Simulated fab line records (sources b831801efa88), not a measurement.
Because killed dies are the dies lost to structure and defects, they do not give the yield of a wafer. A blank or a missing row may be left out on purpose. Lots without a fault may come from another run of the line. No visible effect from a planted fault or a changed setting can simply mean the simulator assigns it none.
A single fault, viewed from 2 desks ; flow gf180mcu ; numbers are kept per desk, each desk with only its own; the story behind them comes last

## METROLOGY DESK
Lot by lot, what the gauges showed, no matter which tool ran the lot: averages of those sampled wafers that carry a number. Marked OUT: a lot whose mean sits more than 4 standard deviations from the usual mean, which makes it out of limits; the brackets give that distance.
Columns: A = V4_CVD_02_THK at GF_V4_THK_MEAS_03, usual 852 nm
lot;first seen here;A
L246;day 23 17:27;844
L248;day 24 10:30;846
L249;day 24 22:24;853
L250;day 25 10:35;852
L251;day 25 14:19;857
L252;day 25 17:45;844
L254;day 26 06:40;866
L263;day 29 10:43;1015 (+16) OUT
L266;day 29 19:01;852
L267;day 30 11:22;852
L268;day 30 21:01;848
This desk's result: L263 out of limits, first on L263 (V4_CVD_02_THK at GF_V4_THK_MEAS_03), day 29 10:43. Within limits: L246, L248, L249, L250, L251, L252, L254, L266, L267, L268.

## DESK OF THE TOOL OWNER: pecvd-03
The tool's own readings at GF_V4_CVD_02 (deposits SiO2 from TEOS, target thk 850 nm, time 94.851 s): means of the sampled wafers that have a number, for each lot that ran on this tool. Marked OUT: a lot whose mean sits more than 4 standard deviations from the usual mean, which makes it out of limits; the brackets give that distance.
Columns: A = heater-power-w at GF_V4_CVD_02, usual 685 W
lot;first seen here;A
L250;day 25 10:32;608
L251;day 25 14:16;653
L263;day 29 10:38;636
This desk's verdict: no lot among the 3 shows anything out of limits.

## BROUGHT TOGETHER
At day 29 10:43 the metrology desk could have sounded an alarm, on L263.
The desk of the tool owner found nothing out of limits.
Tool owner's desk: L263 on record, inside its limits.
Of the lots named, all ran GF_V4_CVD_02 on pecvd-03.

## WHAT HAD BEEN PUT IN BY THE SIMULATOR
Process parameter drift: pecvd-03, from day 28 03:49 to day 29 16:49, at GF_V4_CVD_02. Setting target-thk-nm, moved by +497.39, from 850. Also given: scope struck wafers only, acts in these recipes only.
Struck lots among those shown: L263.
Per desk, hours elapsed from the start of the fault to the first reading out of limits: for the metrology desk, 31.
